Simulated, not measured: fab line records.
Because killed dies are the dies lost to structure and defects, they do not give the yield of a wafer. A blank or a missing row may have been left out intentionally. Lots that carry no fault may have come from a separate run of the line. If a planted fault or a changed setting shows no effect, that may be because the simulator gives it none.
Which tool is to blame? :: flow sfq-line :: 15 lots, 45 wafers sampled, at 2 steps of a route of 325

== WHAT EACH GAUGE READ, for each wafer ==
SFQ_M2_OVL_MEAS_916.
lot: L305
measured: day 28 20:23
on: overlay-01
M2_OVL (nm): -4 -3 -9

lot: L306
measured: day 30 21:43
on: overlay-01
M2_OVL (nm): -6 -7 2

lot: L307
measured: day 31 05:02
on: overlay-01
M2_OVL (nm): 1 -5 1

lot: L308
measured: day 31 21:50
on: overlay-02
M2_OVL (nm): -7 -7 -9

lot: L309
measured: day 32 05:01
on: overlay-01
M2_OVL (nm): -2 -6 -6

lot: L311
measured: day 33 02:45
on: overlay-02
M2_OVL (nm): -1 -2 -7

lot: L312
measured: day 33 11:09
on: overlay-02
M2_OVL (nm): 4 5 4

lot: L316
measured: day 34 21:53
on: overlay-02
M2_OVL (nm): -1 -3 -6

lot: L322
measured: day 37 22:40
on: overlay-02
M2_OVL (nm): -2 2 1

lot: L323
measured: day 38 05:52
on: overlay-01
M2_OVL (nm): -3 -6 0

lot: L324
measured: day 39 17:26
on: overlay-02
M2_OVL (nm): -5 -1 -6

lot: L325
measured: day 39 19:50
on: overlay-02
M2_OVL (nm): -8 -8 -4

lot: L326
measured: day 39 21:03
on: overlay-02
M2_OVL (nm): 2 0 5

lot: L327
measured: day 39 22:15
on: overlay-01
M2_OVL (nm): 1 3 0

lot: L328
measured: day 40 00:38
on: overlay-01
M2_OVL (nm): -16 -12 -7

SFQ_I2_BOW_MEAS_917.
lot: L305
measured: day 29 02:51
on: film-metro-04
I2_BOW (um): 6 -1 0

lot: L306
measured: day 31 08:41
on: film-metro-01
I2_BOW (um): 16 21 11

lot: L307
measured: day 31 14:42
on: film-metro-03
I2_BOW (um): -10 -8 -23

lot: L308
measured: day 32 02:43
on: film-metro-01
I2_BOW (um): 3 3 -2

lot: L309
measured: day 32 09:42
on: film-metro-01
I2_BOW (um): 23 2 15

lot: L311
measured: day 33 11:01
on: film-metro-04
I2_BOW (um): 6 -4 -4

lot: L312
measured: day 34 00:14
on: film-metro-01
I2_BOW (um): -7 -10 -5

lot: L316
measured: day 35 17:53
on: film-metro-03
I2_BOW (um): -4 7 3

lot: L322
measured: day 39 03:35
on: film-metro-03
I2_BOW (um): -9 -15 11

lot: L323
measured: day 39 15:35
on: film-metro-01
I2_BOW (um): 6 -6 4

lot: L324
measured: day 40 15:35
on: film-metro-04
I2_BOW (um): 9 14 1

lot: L325
measured: day 40 18:59
on: film-metro-04
I2_BOW (um): -4 2 3

lot: L326
measured: day 40 22:02
on: film-metro-03
I2_BOW (um): -13 0 3

lot: L327
measured: day 41 00:37
on: film-metro-01
I2_BOW (um): 7 -5 -8

lot: L328
measured: day 41 01:34
on: film-metro-04
I2_BOW (um): 9 10 6

== WHAT TOOL EACH LOT RAN ON (gives the tool, then ch and the chambers of the sampled wafers, and finally the start) ==
There is no process step in the record ahead of these readings.

== WHAT THE TOOLS THEMSELVES READ (means of the sampled wafers that have a number; where no wafer has one, the mark that the record gives instead) ==
The record holds no such reading with a usual standard deviation.

== THE ANSWER, worked out from the rows above alone ==
Rule: the lots themselves supply what counts as usual. The widest of any qualifying gaps counts: lots, ordered by their means at a reading, are off when they make up no more than a third of the lots, leave a main group of 4 or more, and stand apart from it by 3 or more times the standard deviation of that group's means. Not used: any main group whose means are identical at the precision the tables above print for the reading. Also off: a lot with no number at a reading for which 4 or more lots have one. Where the step has rows for the other lots, those lots are counted as sound. After the gauges, taken in route order, come the tools' own readings; for these a lot's mean is taken, as printed above. The first step at which some lot is off is used, and at that step the reading that is off furthest; a lot without a number counts as furthest.
No lot is off on any of the readings shown, so nothing can be concluded from this.

== WHAT THE SIMULATOR PUT IN ==
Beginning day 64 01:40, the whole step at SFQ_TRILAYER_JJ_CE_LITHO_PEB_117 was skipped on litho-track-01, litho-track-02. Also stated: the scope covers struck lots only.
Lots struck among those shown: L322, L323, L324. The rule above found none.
